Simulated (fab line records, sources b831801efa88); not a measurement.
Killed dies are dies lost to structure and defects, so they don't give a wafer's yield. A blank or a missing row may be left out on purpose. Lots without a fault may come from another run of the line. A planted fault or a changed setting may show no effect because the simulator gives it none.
fab line records | flow sky130
record lots=6 wafers=18 last_day=50
route steps=708 shown NWELL@59 PAD_OPEN@708
lots that met no fault: from a run of the same line without faults
start_h: hours from the record's first day to the start of the lot's first wafer shown | wait_h: hours since the lot's step before | " the same as in the row above | L1.1+2: a row that stands for several wafers | - no value, or no start given | * or withheld: withheld | < > ~ a bound
route shown NAME@n: a module of which the file shows steps, and the number in the route of the first | usual: mean/standard deviation of fault-free wafers | same: alike in all rows | chamber/n: place in a boat | sites: the reading at each site | _std_site: their standard deviation | _edge_site: outer sites' mean less inner sites' | radius_mm: how far each site lies from the wafer's centre | mask NAME#n: copy n | behind: the tool/chamber that last shaped the wafer | hold: why the lot was held/for how many hours/how that ended | device: the transistor (n, p or np) that didn't switch | end of line: the same wafers' tests at the end of the route | a step without rows: its recipe alone | killed: dies lost to structure and defects at the first sort, not the wafer's yield | map: a wafer's dies, x killed, . not, _ none there
set.NAME: the setting as run; set.NAME@STEP: as run at that earlier step | model.NAME: the simulator's own value behind a step, which no gauge read
lots at some steps of the route; a table a step, a row a wafer
services: from which hour (start_h, from the record's first day; less than 0 if before it) a tool's chamber was out of use, for how many hours, and why
## steps
# step SKY_NWELL_SOFTBAKE_06
# recipe temp_c=110 time_s=withheld
# step SKY_NWELL_EXPOSE_07
# recipe mask_id=NWM na=0.6 source_shape=conventional sigma_outer=0.6 polarization=unpolarized target_cd_nm=840 dose_mj=255
# step SKY_NWELL_PEB_08
# recipe temp_c=115 time_s=withheld
# step SKY_NWELL_DEVELOP_09
# recipe wall_angle_deg=90 developer=TMAH develop_time_s=60 dev_temp_c=23
# step SKY_NWELL_OVL_MEAS_10
# usual NWELL_00_OVL=-0.9/1.3
# columns lot.wafer tool chamber start_h wait_h NWELL_00_OVL[nm]
L977.1 overlay-02 - 141.56 - 1.0
L977.5 " - " " 0.9
L977.6 " - " " -1.2
L980.1 overlay-01 - 157.90 - -2.1
L980.3 " - " " -2.0
L980.5 " - " " -3.3
L982.2 overlay-01 - 174.78 - 0.3
L982.4 " - " " -2.8
L982.6 " - " " -2.2
L987.1 overlay-01 - 188.81 - -4.0
L987.2 " - " " -3.9
L987.4 " - " " -2.4
L986.2 overlay-01 - 190.33 - -2.9
L986.4 " - " " -1.9
L986.6 " - " " -2.0
L992.2 overlay-02 - 218.46 - 1.9
L992.4 " - " " -0.4
L992.6 " - " " -0.3
# step SKY_NWELL_IMPLANT_11
# recipe species=P energy_kev=400 dose_cm2=1.9e+13 tilt_deg=withheld
# step SKY_NWELL_IMPLANT_12
# recipe species=P energy_kev=120 dose_cm2=1.3e+12 tilt_deg=withheld
# step SKY_NWELL_IMPLANT_13
# recipe species=P energy_kev=50 dose_cm2=7e+11 tilt_deg=withheld
# step SKY_NWELL_STRIP_14
# recipe chemistry=O2/N2 power_w=1400 pressure_mtorr=1500 platen_temp_c=withheld o2_flow_sccm=3000 n2_flow_sccm=300 overash_fraction=0.5
# usual drypump_motor_current_A=5.7/0.49 oes_product_au=0.723/0.0044 strip_time_to_endpoint_s=36.90/0.11
# columns lot.wafer tool chamber start_h wait_h drypump_motor_current_A oes_product_au rf_hours_counter_h strip_time_to_endpoint_s
L977.1 plasma_asher-04 0 142.04 0.1 5.9 0.727 47 36.91
L977.5 " 0 " " 5.8 0.718 - 36.89
L977.6 " 1 " " 5.8 0.718 - 36.84
L980.1 plasma_asher-04 1 158.39 0.1 5.8 0.726 49 36.90
L980.3 " 1 " " 5.8 0.728 - 36.94
L980.5 " 1 " " 5.8 0.724 - 36.87
L982.2 plasma_asher-02 1 175.26 0.1 4.7 0.719 49 36.70
L982.4 " 0 " " 5.7 0.729 - 36.79
L982.6 " 0 " " 5.7 0.721 - 36.65
L987.1 plasma_asher-04 0 189.29 0.1 5.9 0.724 52 36.88
L987.2 " 1 " " 5.8 0.727 52 36.91
L987.4 " 0 " " 5.8 0.726 - 36.90
L986.2 plasma_asher-04 1 190.81 0.1 5.8 0.726 52 37.04
L986.4 " 1 " " 5.8 0.722 - 37.08
L986.6 " 0 " " 5.9 0.723 - 37.04
L992.2 plasma_asher-04 0 218.94 0.1 5.9 0.715 55 36.82
L992.4 " 0 " " 5.9 0.725 - 36.89
L992.6 " 0 " " 5.9 0.727 - 37.00
# step SKY_NWELL_TW_MEAS_15
# usual NWELL_TW=1833/14
# columns lot.wafer tool chamber start_h wait_h NWELL_TW
L977.1 film_metro-02 - 142.14 0.1 1809
L977.5 " - " " 1827
L977.6 " - " " 1829
L980.1 film_metro-03 - 158.49 0.1 1828
L980.3 " - " " 1828
L980.5 " - " " 1830
L982.2 film_metro-02 - 175.37 0.1 1836
L982.4 " - " " 1835
L982.6 " - " " 1836
L987.1 film_metro-02 - 189.39 0.1 1829
L987.2 " - " " 1833
L987.4 " - " " 1825
L986.2 film_metro-03 - 190.92 0.1 1859
L986.4 " - " " 1850
L986.6 " - " " 1845
L992.2 film_metro-02 - 219.05 0.1 1820
L992.4 " - " " 1817
L992.6 " - " " 1823
# step SKY_NWELL_DEHYDRATE_16
# recipe temp_c=200 time_s=60
# step SKY_NWELL_HMDS_17
# recipe prime_time_s=60 prime_temp_c=120
# step SKY_NWELL_COAT_18
# recipe spin_rpm=2000 resist_thk_nm=3000
# columns lot.wafer tool chamber start_h wait_h model.coat_of_NWELL_COAT_18.thk_nm
L977.1 litho_track-03 0 151.05 0.1 2986
L977.5 " 0 " " 2992
L977.6 " 0 " " 3001
L980.1 litho_track-02 0 168.27 0.1 2998
L980.3 " 0 " " 2991
L980.5 " 0 " " 2997
L982.2 litho_track-02 0 185.25 0.1 2402
L982.4 " 0 " " 2408
L982.6 " 0 " " 2410
L987.1 litho_track-03 0 198.05 0.1 2991
L987.2 " 0 " " 3004
L987.4 " 0 " " 3005
L986.2 litho_track-02 0 199.75 0.1 2391
L986.4 " 0 " " 2390
L986.6 " 0 " " 2385
L992.2+4 litho_track-03 0 229.12 0.1 3009
L992.6 " 0 " " 3010
# step SKY_NWELL_SOFTBAKE_19
# recipe temp_c=110 time_s=withheld
# step SKY_NWELL_EXPOSE_20
# recipe mask_id=NWM_COMPLEMENT na=0.6 source_shape=conventional sigma_outer=0.6 polarization=unpolarized target_cd_nm=840 dose_mj=260
# step SKY_NWELL_PEB_21
# recipe temp_c=115 time_s=withheld
# step SKY_NWELL_DEVELOP_22
# recipe wall_angle_deg=90 developer=TMAH develop_time_s=60 dev_temp_c=23
# columns lot.wafer tool chamber start_h wait_h model.coat_of_NWELL_COAT_18.thk_nm
L977.1 litho_track-03 0 - - 2982
L977.5 " 0 " " 2988
L977.6 " 0 " " 2997
L980.1+5 litho_track-04 0 - - 2993
L980.3 " 0 " " 2986
L982.2 litho_track-02 0 - - 2398
L982.4 " 0 " " 2404
L982.6 " 0 " " 2406
L987.1 litho_track-04 0 - - 2986
L987.2+4 " 0 " " 3000
L986.2 litho_track-04 0 - - 2387
L986.4 " 0 " " 2386
L986.6 " 0 " " 2381
L992.2+4 litho_track-02 0 - - 3005
L992.6 " 0 " " 3006
# step SKY_NWELL_OVL_MEAS_23
# usual NWELL_01_OVL=-0.4/1.2
# columns lot.wafer tool chamber start_h wait_h NWELL_01_OVL[nm]
L977.1 overlay-01 - 161.15 - 1.4
L977.5 " - " " -1.0
L977.6 " - " " 0.2
L980.1 overlay-02 - 178.81 - 1.1
L980.3 " - " " 0.6
L980.5 " - " " 1.2
L982.2 overlay-02 - 194.98 - -0.4
L982.4 " - " " 0.4
L982.6 " - " " -1.7
L987.1 overlay-02 - 209.86 - -0.1
L987.2 " - " " -0.5
L987.4 " - " " 0.1
L986.2 overlay-01 - 212.16 - -1.6
L986.4 " - " " -0.5
L986.6 " - " " 0.1
L992.2 overlay-02 - 241.73 - -2.1
L992.4 " - " " -3.2
L992.6 " - " " -2.8
# step SKY_NWELL_IMPLANT_24
# recipe species=B energy_kev=140 dose_cm2=9.2e+12 tilt_deg=withheld
# step SKY_NWELL_STRIP_25
# recipe chemistry=O2/N2 power_w=1400 pressure_mtorr=1500 platen_temp_c=withheld o2_flow_sccm=3000 n2_flow_sccm=300 overash_fraction=0.5
# usual drypump_motor_current_A=5.8/0.45 oes_product_au=0.721/0.0046 strip_time_to_endpoint_s=36.89/0.11
# columns lot.wafer tool chamber start_h wait_h drypump_motor_current_A oes_product_au rf_hours_counter_h strip_time_to_endpoint_s
L977.1 plasma_asher-04 1 161.34 0.1 5.8 0.717 49 36.75
L977.5 " 1 " " 5.7 0.728 - 36.82
L977.6 " 0 " " 5.9 0.721 - 36.92
L980.1 plasma_asher-03 0 178.99 0.1 6.2 0.719 36 36.87
L980.3 " 0 " " 6.2 0.722 - 36.80
L980.5 " 1 " " 5.9 0.727 - 36.88
L982.2 plasma_asher-04 1 195.16 0.1 5.7 0.723 52 30.04
L982.4 " 0 " " 5.9 0.716 - 30.09
L982.6 " 0 " " 5.9 0.714 - 30.14
L987.1 plasma_asher-03 1 210.04 0.1 5.9 0.724 39 36.80
L987.2 " 0 " " 6.2 0.722 39 36.96
L987.4 " 1 " " 5.9 0.719 - 36.97
L986.2 plasma_asher-03 1 212.34 0.1 5.9 0.713 39 29.90
L986.4 " 1 " " 5.9 0.716 - 29.88
L986.6 " 0 " " 6.2 0.717 - 29.82
L992.2 plasma_asher-03 1 241.91 0.1 5.9 0.733 42 37.03
L992.4 " 0 " " 6.2 0.720 - 37.01
L992.6 " 1 " " 5.9 0.722 - 37.04
# step SKY_NWELL_TW_MEAS_26
# usual NWELL_2_TW=500/3.4
# columns lot.wafer tool chamber start_h wait_h NWELL_2_TW
L977.1 film_metro-02 - 161.44 0.1 495
L977.5 " - " " 494
L977.6 " - " " 497
L980.1 film_metro-03 - 179.09 0.1 507
L980.3 " - " " 506
L980.5 " - " " 507
L982.2 film_metro-01 - 195.27 0.1 500
L982.4 " - " " 497
L982.6 " - " " 497
L987.1 film_metro-03 - 210.14 0.1 505
L987.2 " - " " 504
L987.4 " - " " 502
L986.2 film_metro-02 - 212.45 0.1 500
L986.4 " - " " 495
L986.6 " - " " 497
L992.2 film_metro-03 - 242.02 0.1 504
L992.4 " - " " 505
L992.6 " - " " 502
# step SKY_PAD_OPEN_PROBE_99
# usual killed_at_M0_to_M3=43/7.8 killed_at_M4_up=3.2/1.7 killed_at_contacts=24/5.2 killed_at_front_end=15/4.5 killed_at_other=0.4/0.65 killed_dies=87/9.1 killed_open=47/7.3 killed_short=40/6.5
# same gross_dies=492 killed_at_back_side=0
# columns lot.wafer tool chamber start_h wait_h killed_at_M0_to_M3 killed_at_M4_up killed_at_contacts killed_at_front_end killed_at_other killed_dies killed_open killed_short model.etest.res_iso_pwell.width_nm model.etest.res_nwell.width_nm
L977.1 prober-01 - 1130.07 0.1 27 2 21 22 1 73 33 39 2646 839.3
L977.5 prober-01 - 1130.27 0.2 52 1 29 7 0 89 49 40 2658 840.1
L977.6 prober-01 - 1130.32 0.2 37 6 31 16 1 91 47 44 2660 836.4
L980.1 prober-02 - 1151.58 0.1 54 3 11 11 0 79 38 41 2634 840.5
L980.3 prober-02 - 1151.68 0.2 29 6 33 16 0 84 46 38 2644 836
L980.5 prober-02 - 1151.78 0.2 45 1 21 16 0 83 52 31 2623 844.9
L982.2 prober-02 - 1161.97 0.1 54 3 23 15 0 95 42 53 2686 804.4
L982.4 prober-02 - 1162.07 0.2 49 4 25 9 0 87 48 39 2715 799
L982.6 prober-02 - 1162.17 0.2 45 5 22 16 0 88 42 46 2697 802.2
L987.1 prober-02 - 1172.88 0.1 45 1 19 21 0 86 35 51 2635 854.2
L987.2 prober-02 - 1172.93 0.1 50 6 32 15 0 103 50 53 2629 853.7
L987.4 prober-02 - 1173.03 0.2 45 1 22 25 0 93 49 44 2636 850.4
L986.2 prober-01 - 1174.43 0.1 33 5 28 19 0 85 48 37 2690 828.6
L986.4 prober-01 - 1174.53 0.2 38 3 22 8 0 71 31 40 2688 822.9
L986.6 prober-01 - 1174.63 0.2 31 4 24 21 0 80 43 36 2686 823.3
L992.2 prober-02 - 1197.22 0.1 30 0 31 17 0 78 40 38 2642 837.3
L992.4 prober-02 - 1197.32 0.2 44 4 27 14 2 91 45 46 2653 844
L992.6 prober-02 - 1197.42 0.2 35 0 26 10 0 71 43 28 2650 839.7
# killed by level:class
L977.1 POLY_GATE:geometric_particle:short=7 LI_CONTACT:geometric_particle:open=6 CONTACT:geometric_particle:open=5 VIA1:geometric_particle:open=5 VIA3:geometric_particle:open=5 FIELD_ISO:geometric_particle:short=4 FIELD_ISO:geometric_particle:open=4 CONTACT:geometric_particle:short=4
L977.5 CONTACT:geometric_particle:open=13 VIA1:geometric_particle:open=9 METAL2:geometric_particle:short=8 VIA1:geometric_particle:short=7 VIA3:geometric_particle:open=6 CONTACT:geometric_particle:short=6 VIA2:geometric_particle:open=6 LOCAL_INTERCONNECT:geometric_particle:short=5
L977.6 CONTACT:geometric_particle:open=12 VIA1:geometric_particle:open=10 LI_CONTACT:geometric_particle:open=7 METAL1:geometric_particle:short=6 POLY_GATE:geometric_particle:short=5 POLY_GATE:geometric_particle:open=5 CONTACT:geometric_particle:short=5 VIA3:geometric_particle:open=5
L980.1 VIA1:geometric_particle:open=12 VIA1:geometric_particle:short=10 VIA3:geometric_particle:open=9 VIA2:geometric_particle:open=7 LOCAL_INTERCONNECT:geometric_particle:short=6 METAL2:geometric_particle:short=4 METAL3:geometric_particle:short=4 FIELD_ISO:geometric_particle:short=3
L980.3 LI_CONTACT:geometric_particle:open=11 VIA1:geometric_particle:open=7 LOCAL_INTERCONNECT:geometric_particle:short=6 CONTACT:geometric_particle:open=6 VIA2:geometric_particle:open=6 METAL4:geometric_particle:short=5 FIELD_ISO:geometric_particle:open=4 FIELD_ISO:geometric_particle:short=4
L980.5 VIA3:geometric_particle:open=12 VIA2:geometric_particle:open=11 CONTACT:geometric_particle:open=8 POLY_GATE:geometric_particle:open=7 CONTACT:geometric_particle:short=5 METAL2:geometric_particle:short=5 METAL1:geometric_particle:short=4 FIELD_ISO:geometric_particle:short=3
L982.2 METAL2:geometric_particle:short=15 CONTACT:geometric_particle:open=9 METAL1:geometric_particle:short=7 VIA3:geometric_particle:open=7 FIELD_ISO:geometric_particle:open=6 VIA2:geometric_particle:open=5 VIA1:geometric_particle:open=5 FIELD_ISO:geometric_particle:short=4
L982.4 VIA1:geometric_particle:open=13 CONTACT:geometric_particle:open=11 METAL2:geometric_particle:short=8 VIA1:geometric_particle:short=7 LI_CONTACT:geometric_particle:open=6 VIA2:geometric_particle:open=5 VIA3:geometric_particle:short=4 VIA3:geometric_particle:open=4
L982.6 VIA1:geometric_particle:open=11 CONTACT:geometric_particle:open=8 METAL2:geometric_particle:short=7 FIELD_ISO:geometric_particle:short=6 VIA2:geometric_particle:open=6 VIA3:geometric_particle:open=5 METAL4:geometric_particle:short=5 POLY_GATE:geometric_particle:short=4
L987.1 METAL2:geometric_particle:short=9 METAL1:geometric_particle:short=8 VIA2:geometric_particle:open=8 LOCAL_INTERCONNECT:geometric_particle:short=6 CONTACT:geometric_particle:open=6 VIA1:geometric_particle:short=6 FIELD_ISO:geometric_particle:open=5 POLY_GATE:geometric_particle:short=5
L987.2 CONTACT:geometric_particle:open=13 METAL1:geometric_particle:short=9 LI_CONTACT:geometric_particle:open=7 VIA1:geometric_particle:open=7 CONTACT:geometric_particle:short=6 METAL4:geometric_particle:short=6 VIA2:geometric_particle:short=6 VIA3:geometric_particle:open=5
L987.4 POLY_GATE:geometric_particle:short=10 VIA1:geometric_particle:open=8 LI_CONTACT:geometric_particle:open=8 CONTACT:geometric_particle:open=8 METAL2:geometric_particle:short=6 VIA2:geometric_particle:open=6 VIA3:geometric_particle:open=5 FIELD_ISO:geometric_particle:short=4
L986.2 VIA1:geometric_particle:open=10 LOCAL_INTERCONNECT:geometric_particle:short=9 LI_CONTACT:geometric_particle:open=8 CONTACT:geometric_particle:open=8 POLY_GATE:geometric_particle:open=7 POLY_GATE:geometric_particle:short=4 VIA2:geometric_particle:open=4 VIA3:geometric_particle:short=4
L986.4 CONTACT:geometric_particle:open=8 VIA2:geometric_particle:short=6 METAL2:geometric_particle:short=6 VIA1:geometric_particle:short=5 VIA1:geometric_particle:open=5 LI_CONTACT:geometric_particle:open=4 LI_CONTACT:geometric_particle:short=4 VIA3:geometric_particle:open=4
L986.6 LI_CONTACT:geometric_particle:open=8 CONTACT:geometric_particle:open=8 VIA2:geometric_particle:open=6 POLY_GATE:geometric_particle:open=5 METAL1:geometric_particle:short=5 POLY_GATE:geometric_particle:short=4 VIA1:geometric_particle:open=4 METAL4:geometric_particle:short=4
L992.2 LI_CONTACT:geometric_particle:open=11 CONTACT:geometric_particle:open=9 LI_CONTACT:geometric_particle:short=5 VIA1:geometric_particle:short=5 POLY_GATE:geometric_particle:open=4 POLY_GATE:geometric_particle:short=4 METAL1:geometric_particle:short=4 FIELD_ISO:geometric_particle:open=3
L992.4 VIA1:geometric_particle:open=9 LI_CONTACT:geometric_particle:open=8 CONTACT:geometric_particle:open=8 METAL3:geometric_particle:short=7 POLY_GATE:geometric_particle:short=6 LI_CONTACT:geometric_particle:short=5 METAL2:geometric_particle:short=5 POLY_GATE:geometric_particle:open=4
L992.6 CONTACT:geometric_particle:open=14 VIA2:geometric_particle:open=8 VIA3:geometric_particle:open=6 FIELD_ISO:geometric_particle:short=5 CONTACT:geometric_particle:short=5 LI_CONTACT:geometric_particle:open=4 VIA1:geometric_particle:open=4 METAL2:geometric_particle:short=4
## services
# columns tool chamber start_h hours kind
plasma_asher-04 - 174.69 1.4 repair
plasma_asher-04 - 178.73 0.9 repair
plasma_asher-03 - 187.37 1.5 repair
## key
first_sign step=SKY_NWELL_STRIP_25 reading=strip_time_to_endpoint_s direction=down sigmas=63 usual=* struck=*
effect none on later readings
model_effect step=SKY_NWELL_COAT_18 value=coat_of_NWELL_COAT_18.thk_nm without=3001 struck=2398
model_effect step=SKY_NWELL_DEVELOP_22 value=coat_of_NWELL_COAT_18.thk_nm without=2997 struck=2393
model_effect step=SKY_PAD_OPEN_PROBE_99 value=etest.res_iso_pwell.width_nm without=2655 struck=2694
met_at SKY_NWELL_COAT_18
struck_wafers L982.2,L982.4,L982.6,L986.2,L986.4,L986.6
tester_left_out L982,L986
onset_between 168.27 185.25
fault kind=process_parameter_drift tool=litho_track-02 chamber=- onset_h=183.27 steps=SKY_NWELL_COAT_18 channel=resist_thk_nm offset=-603.29 shape=step end_h=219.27 acts_in=these_recipes_only stated=3000
# tester_left_out: of these lots the tester's yield and bins aren't shown, on N5 and GAA mostly nor the transistor test; their killed dies are dies lost to structure and defects alone, not to doping, threshold or leakage, so they don't give the yield
